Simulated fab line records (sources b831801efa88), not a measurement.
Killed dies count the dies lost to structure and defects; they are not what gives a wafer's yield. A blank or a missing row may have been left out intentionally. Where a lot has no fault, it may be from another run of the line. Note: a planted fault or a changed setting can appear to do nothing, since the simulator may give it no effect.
fab line records -- flow sky130
[record] lots = 7, wafers = 21, last-day = 47
route steps=708 shown VT_ADJUST_HVTP@93 VT_ADJUST_LVTN@97
lots with no fault: from the same line, run without faults
start-h: start of the lot's first displayed wafer, in hours after the record's first day -- wait-h: hours elapsed since this lot's preceding step -- " same as the row above -- L1.1+2: a row that stands for several wafers -- - no value present, or no start provided -- * or withheld: withheld -- < > ~ a bound
route shown NAME@n: a module of which the file shows steps, and the number in the route of the first -- usual: mean/standard deviation of fault-free wafers -- same: alike in all rows -- chamber/n: place in a boat -- sites: readings site by site -- _std_site: their standard deviation -- _edge_site: outer sites' mean less inner sites' -- radius-mm: for every site, how far away it sits from the centre of the wafer -- mask NAME#n: copy n -- behind: tool/chamber where the wafer was last shaped -- hold: why the lot was held/for how many hours/how that ended -- device: transistor that didn't switch, given as n, p or np -- end of line: at the end of the route, the tests of the same wafers -- where a step has no rows: the recipe by itself -- killed: the dies lost at the first sort to structure and to defects; this is not the yield of the wafer -- map: a wafer's dies, x killed, . not, _ none there
set.NAME: the setting the step ran with; set.NAME@STEP: the setting that earlier step ran with -- model.NAME: the simulator's own value behind a step, which no gauge read
certain route steps with their lots: each step a table, each wafer a row
services: the hour from which a tool's chamber was out of use, counted from the record's first day as start-h (under 0 if before that day), plus the number of hours and why
[[steps]]
[step SKY_VT_ADJUST_HVTP_OVL_MEAS_08]
[usual] VT_ADJUST_HVTP_OVL = -0.4/1.5
lot.wafer,tool,chamber,start-h,wait-h,VT_ADJUST_HVTP_OVL[nm]
L408.3,overlay-02,-,121.12,0.1,-2.1
L408.4,overlay-02,-,121.12,0.1,-2.4
L408.5,overlay-02,-,121.12,0.1,-2.0
L410.2,overlay-02,-,131.92,0.1,-0.3
L410.3,overlay-02,-,131.92,0.1,-0.8
L410.4,overlay-02,-,131.92,0.1,0.9
L411.1,overlay-02,-,140.78,0.1,-2.3
L411.3,overlay-02,-,140.78,0.1,0.5
L411.4,overlay-02,-,140.78,0.1,0.3
L412.1,overlay-01,-,147.23,0.1,-3.0
L412.2,overlay-01,-,147.23,0.1,-1.7
L412.5,overlay-01,-,147.23,0.1,-2.2
L414.1,overlay-02,-,157.75,0.1,0.5
L414.3,overlay-02,-,157.75,0.1,0.3
L414.4,overlay-02,-,157.75,0.1,1.8
L415.3,overlay-02,-,166.37,0.1,0.9
L415.4,overlay-02,-,166.37,0.1,-0.4
L415.5,overlay-02,-,166.37,0.1,2.7
L416.1,overlay-01,-,176.05,0.1,1.6
L416.3,overlay-01,-,176.05,0.1,0.7
L416.5,overlay-01,-,176.05,0.1,2.2
[step SKY_VT_ADJUST_HVTP_IMPLANT_09]
[recipe] species = As, energy-kev = 150, dose-cm2 = 4.3e+12, tilt-deg = withheld
[step SKY_VT_ADJUST_HVTP_STRIP_10]
[recipe] chemistry = O2/N2, power-w = 1400, pressure-mtorr = 1500, platen-temp-c = withheld, o2-flow-sccm = 3000, n2-flow-sccm = 300, overash-fraction = 0.5
[usual] drypump-motor-current-A = 5.7/0.32, oes-product-au = 0.716/0.0042, strip-time-to-endpoint-s = 14.16/0.04
lot.wafer,tool,chamber,start-h,wait-h,drypump-motor-current-A,oes-product-au,rf-hours-counter-h,strip-time-to-endpoint-s
L408.3,plasma-asher-01,0,121.33,0.1,5.8,0.719,-,14.23
L408.4,plasma-asher-01,1,121.33,0.1,5.1,0.723,-,14.21
L408.5,plasma-asher-01,0,121.33,0.1,5.8,0.721,-,14.18
L410.2,plasma-asher-03,0,132.10,0.1,5.5,0.716,44,14.21
L410.3,plasma-asher-03,1,132.10,0.1,6.0,0.716,-,14.15
L410.4,plasma-asher-03,0,132.10,0.1,5.6,0.722,-,14.21
L411.1,plasma-asher-02,1,140.97,0.1,6.2,0.718,3,14.18
L411.3,plasma-asher-02,0,140.97,0.1,5.5,0.721,-,14.19
L411.4,plasma-asher-02,1,140.97,0.1,6.1,0.718,-,14.18
L412.1,plasma-asher-03,1,147.42,0.1,6.0,0.716,46,14.13
L412.2,plasma-asher-03,0,147.42,0.1,5.6,0.717,46,14.10
L412.5,plasma-asher-03,0,147.42,0.1,5.6,0.714,-,14.13
L414.1,plasma-asher-03,0,157.93,0.1,5.6,0.721,47,14.15
L414.3,plasma-asher-03,0,157.93,0.1,5.6,0.720,-,14.20
L414.4,plasma-asher-03,1,157.93,0.1,6.0,0.722,-,14.13
L415.3,plasma-asher-01,0,166.58,0.1,5.8,0.719,-,14.12
L415.4,plasma-asher-01,1,166.58,0.1,5.2,0.718,-,14.10
L415.5,plasma-asher-01,1,166.58,0.1,5.2,0.708,-,14.16
L416.1,plasma-asher-01,1,176.23,0.1,5.2,0.712,34,14.06
L416.3,plasma-asher-01,1,176.23,0.1,5.2,0.712,-,14.08
L416.5,plasma-asher-01,0,176.23,0.1,5.8,0.719,-,14.11
[step SKY_VT_ADJUST_HVTP_TW_MEAS_11]
[usual] VT_ADJUST_HVTP_TW = 1346/14
lot.wafer,tool,chamber,start-h,wait-h,VT_ADJUST_HVTP_TW
L408.3,film-metro-03,-,121.42,0.1,1356
L408.4,film-metro-03,-,121.42,0.1,1354
L408.5,film-metro-03,-,121.42,0.1,1358
L410.2,film-metro-03,-,132.21,0.1,1360
L410.3,film-metro-03,-,132.21,0.1,1356
L410.4,film-metro-03,-,132.21,0.1,1361
L411.1,film-metro-02,-,141.07,0.1,1325
L411.3,film-metro-02,-,141.07,0.1,1330
L411.4,film-metro-02,-,141.07,0.1,1327
L412.1,film-metro-01,-,147.52,0.1,1351
L412.2,film-metro-01,-,147.52,0.1,1354
L412.5,film-metro-01,-,147.52,0.1,1360
L414.1,film-metro-03,-,158.03,0.1,1364
L414.3,film-metro-03,-,158.03,0.1,1365
L414.4,film-metro-03,-,158.03,0.1,1360
L415.3,film-metro-01,-,166.67,0.1,1354
L415.4,film-metro-01,-,166.67,0.1,1351
L415.5,film-metro-01,-,166.67,0.1,1348
L416.1,film-metro-02,-,176.33,0.1,1333
L416.3,film-metro-02,-,176.33,0.1,1325
L416.5,film-metro-02,-,176.33,0.1,1330
[step SKY_VT_ADJUST_LVTN_DEHYDRATE_00]
[recipe] temp-c = 200, time-s = 60
[step SKY_VT_ADJUST_LVTN_HMDS_01]
[recipe] prime-time-s = 60, prime-temp-c = 120
[step SKY_VT_ADJUST_LVTN_COAT_02]
[recipe] spin-rpm = 2000, resist-thk-nm = 3000
[step SKY_VT_ADJUST_LVTN_SOFTBAKE_03]
[recipe] temp-c = 110, time-s = withheld
[step SKY_VT_ADJUST_LVTN_EXPOSE_04]
[recipe] mask-id = NWM_COMPLEMENT_LESS_NATIVE, na = 0.6, source-shape = conventional, sigma-outer = 0.6, polarization = unpolarized, target-cd-nm = 840, dose-mj = 194
[step SKY_VT_ADJUST_LVTN_PEB_05]
[recipe] temp-c = 115, time-s = withheld
[step SKY_VT_ADJUST_LVTN_DEVELOP_06]
[recipe] wall-angle-deg = 90, developer = TMAH, develop-time-s = 60, dev-temp-c = 23
[step SKY_VT_ADJUST_LVTN_OVL_MEAS_07]
[usual] VT_ADJUST_LVTN_OVL = -0.9/1.2
lot.wafer,tool,chamber,start-h,wait-h,VT_ADJUST_LVTN_OVL[nm]
L408.3,overlay-01,-,139.91,-,-1.8
L408.4,overlay-01,-,139.91,-,-0.3
L408.5,overlay-01,-,139.91,-,-0.4
L410.2,overlay-02,-,151.48,-,1.8
L410.3,overlay-02,-,151.48,-,0.4
L410.4,overlay-02,-,151.48,-,1.3
L411.1,overlay-02,-,161.08,-,-1.5
L411.3,overlay-02,-,161.08,-,0.0
L411.4,overlay-02,-,161.08,-,-1.6
L412.1,overlay-02,-,167.03,-,-2.5
L412.2,overlay-02,-,167.03,-,-0.2
L412.5,overlay-02,-,167.03,-,-0.4
L414.1,overlay-01,-,178.16,-,-0.6
L414.3,overlay-01,-,178.16,-,0.1
L414.4,overlay-01,-,178.16,-,-0.5
L415.3,overlay-01,-,187.12,-,-2.2
L415.4,overlay-01,-,187.12,-,-1.9
L415.5,overlay-01,-,187.12,-,-0.9
L416.1,overlay-01,-,196.54,-,-2.9
L416.3,overlay-01,-,196.54,-,-2.8
L416.5,overlay-01,-,196.54,-,-3.5
[step SKY_VT_ADJUST_LVTN_IMPLANT_08]
[recipe] species = B, energy-kev = 30, dose-cm2 = 1.57e+12, tilt-deg = withheld
[usual] end-station-pressure-torr = 5.04e-06/2.6e-07, faraday-current-uA = 8.88/0.17, implant-ion-amu = 11/0
lot.wafer,tool,chamber,start-h,wait-h,end-station-pressure-torr,faraday-current-uA,implant-ion-amu,model.implant.rp-nm,model.implant.drp-nm
L408.3,implanter-01,0,139.98,0.1,5.26e-06,8.89,11,98.24,42.97
L408.4,implanter-01,0,139.98,0.1,5.11e-06,8.70,11,98.24,42.97
L408.5,implanter-01,0,139.98,0.1,4.85e-06,8.89,11,98.24,42.97
L410.2,implanter-01,0,151.54,0.0,5.48e-06,9.07,11,95.95,42.97
L410.3,implanter-01,0,151.54,0.0,5.08e-06,8.89,11,95.95,42.97
L410.4,implanter-01,0,151.54,0.0,5.37e-06,8.59,11,95.95,42.97
L411.1,implanter-04,0,161.11,0.0,5.03e-06,8.94,11,96.77,42.97
L411.3,implanter-04,0,161.11,0.0,5.47e-06,8.96,11,96.77,42.97
L411.4,implanter-04,0,161.11,0.0,5.05e-06,8.92,11,96.77,42.97
L412.1,implanter-02,0,167.06,0.0,4.9e-06,9.00,11,96.8,42.97
L412.2,implanter-02,0,167.06,0.0,4.64e-06,9.08,11,96.8,42.97
L412.5,implanter-02,0,167.06,0.0,4.77e-06,8.96,11,96.8,42.97
L414.1,implanter-02,0,178.20,0.0,5.34e-06,9.14,31,37.68,16.56
L414.3,implanter-02,0,178.20,0.0,5.34e-06,8.82,31,37.68,16.56
L414.4,implanter-02,0,178.20,0.0,5.28e-06,9.07,31,37.68,16.56
L415.3,implanter-02,0,187.20,0.1,5.14e-06,9.14,31,36.7,16.56
L415.4,implanter-02,0,187.20,0.1,5.05e-06,8.77,31,36.7,16.56
L415.5,implanter-02,0,187.20,0.1,5.51e-06,8.74,31,36.7,16.56
L416.1,implanter-04,0,196.58,0.0,5.16e-06,8.51,31,37.63,16.56
L416.3,implanter-04,0,196.58,0.0,5.09e-06,8.76,31,37.63,16.56
L416.5,implanter-04,0,196.58,0.0,5.21e-06,8.79,31,37.63,16.56
[step SKY_VT_ADJUST_LVTN_STRIP_09]
[recipe] chemistry = O2/N2, power-w = 1400, pressure-mtorr = 1500, platen-temp-c = withheld, o2-flow-sccm = 3000, n2-flow-sccm = 300, overash-fraction = 0.5
[usual] drypump-motor-current-A = 5.8/0.39, oes-product-au = 0.723/0.0045, strip-time-to-endpoint-s = 36.93/0.11
lot.wafer,tool,chamber,start-h,wait-h,drypump-motor-current-A,oes-product-au,rf-hours-counter-h,strip-time-to-endpoint-s
L408.3,plasma-asher-02,0,140.11,0.1,5.5,0.725,-,37.01
L408.4,plasma-asher-02,1,140.11,0.1,6.2,0.719,-,36.91
L408.5,plasma-asher-02,1,140.11,0.1,6.1,0.725,-,37.08
L410.2,plasma-asher-02,1,151.66,0.1,6.2,0.728,4,37.00
L410.3,plasma-asher-02,0,151.66,0.1,5.5,0.726,-,37.11
L410.4,plasma-asher-02,1,151.66,0.1,6.2,0.714,-,37.08
L411.1,plasma-asher-01,1,161.26,0.1,5.1,0.719,33,37.22
L411.3,plasma-asher-01,1,161.26,0.1,5.1,0.721,-,37.18
L411.4,plasma-asher-01,0,161.26,0.1,5.8,0.720,-,37.18
L412.1,plasma-asher-01,1,167.21,0.1,5.1,0.731,34,36.99
L412.2,plasma-asher-01,0,167.21,0.1,5.8,0.719,34,37.01
L412.5,plasma-asher-01,1,167.21,0.1,5.2,0.722,-,36.96
L414.1,plasma-asher-02,0,178.35,0.1,5.5,0.719,6,36.90
L414.3,plasma-asher-02,1,178.35,0.1,6.1,0.715,-,36.86
L414.4,plasma-asher-02,0,178.35,0.1,5.5,0.723,-,36.90
L415.3,plasma-asher-01,1,187.33,0.1,5.2,0.733,-,36.88
L415.4,plasma-asher-01,0,187.33,0.1,5.9,0.715,-,36.75
L415.5,plasma-asher-01,0,187.33,0.1,5.8,0.721,-,36.81
L416.1,plasma-asher-04,0,196.73,0.1,6.3,0.720,51,37.01
L416.3,plasma-asher-04,1,196.73,0.1,5.9,0.721,-,36.99
L416.5,plasma-asher-04,0,196.73,0.1,6.2,0.720,-,36.98
[step SKY_VT_ADJUST_LVTN_TW_MEAS_10]
[usual] VT_ADJUST_LVTN_TW = 239.0/2.9
lot.wafer,tool,chamber,start-h,wait-h,VT_ADJUST_LVTN_TW
L408.3,film-metro-03,-,140.20,0.1,242.0
L408.4,film-metro-03,-,140.20,0.1,243.4
L408.5,film-metro-03,-,140.20,0.1,242.5
L410.2,film-metro-02,-,151.77,0.1,234.7
L410.3,film-metro-02,-,151.77,0.1,235.9
L410.4,film-metro-02,-,151.77,0.1,235.5
L411.1,film-metro-02,-,161.36,0.1,237.1
L411.3,film-metro-02,-,161.36,0.1,235.2
L411.4,film-metro-02,-,161.36,0.1,235.2
L412.1,film-metro-03,-,167.31,0.1,243.6
L412.2,film-metro-03,-,167.31,0.1,242.4
L412.5,film-metro-03,-,167.31,0.1,242.9
L414.1,film-metro-03,-,178.45,0.1,473.5
L414.3,film-metro-03,-,178.45,0.1,473.0
L414.4,film-metro-03,-,178.45,0.1,471.5
L415.3,film-metro-02,-,187.42,0.1,461.4
L415.4,film-metro-02,-,187.42,0.1,465.9
L415.5,film-metro-02,-,187.42,0.1,462.6
L416.1,film-metro-04,-,196.83,0.1,460.6
L416.3,film-metro-04,-,196.83,0.1,462.7
L416.5,film-metro-04,-,196.83,0.1,464.7
[step SKY_VT_ADJUST_LVTN_DEHYDRATE_11]
[recipe] temp-c = 200, time-s = 60
[[services]]
tool,chamber,start-h,hours,kind
plasma-asher-02,-,108.75,9.0,pm
plasma-asher-02,0,108.75,9.0,vent-cycle
plasma-asher-02,1,108.75,9.0,vent-cycle
plasma-asher-02,0,117.75,-,clean
plasma-asher-02,1,117.75,-,clean
plasma-asher-03,-,122.20,0.8,repair
plasma-asher-01,-,133.71,17.2,pm
implanter-04,-,134.32,3.7,pm
implanter-01,-,147.84,3.0,repair
plasma-asher-02,-,158.44,6.1,repair
plasma-asher-02,-,159.31,2.5,repair
plasma-asher-04,-,186.73,5.8,repair
[[key]]
[first-sign] step = SKY_VT_ADJUST_LVTN_IMPLANT_08, reading = implant-ion-amu, direction = up, sigmas = 99+, usual = 11, struck = 31
[effect] step = SKY_VT_ADJUST_LVTN_TW_MEAS_10, reading = VT_ADJUST_LVTN_TW, direction = up, sigmas = 77, usual = 239.0, struck = 466.2
[model-effect] step = SKY_VT_ADJUST_LVTN_IMPLANT_08, value = implant.rp-nm, without = 100.1, struck = 37.34
met-at SKY_VT_ADJUST_LVTN_IMPLANT_08
struck-wafers L414.1,L414.3,L414.4,L415.3,L415.4,L415.5,L416.1,L416.3,L416.5
sort-left-out L414.1,L414.3,L414.4,L415.3,L415.4,L415.5,L416.1,L416.3,L416.5
tester-left-out L414,L415,L416
onset-between 167.06 178.20
[fault] kind = wrong-recipe-download, tool = implanter-01,implanter-02,implanter-04, chamber = -, onset-h = 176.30, steps = SKY_VT_ADJUST_LVTN_IMPLANT_08, wrong-recipe.not-listed = 1
// tester-left-out: of these lots the tester's yield and bins aren't shown, on N5 and GAA mostly nor the transistor test; their killed dies are dies lost to structure and defects alone, not to doping, threshold or leakage, so they don't give the yield
// sort-left-out: the simulated sort isn't trusted on such a fault, so these wafers' sort isn't shown, and their yield isn't known
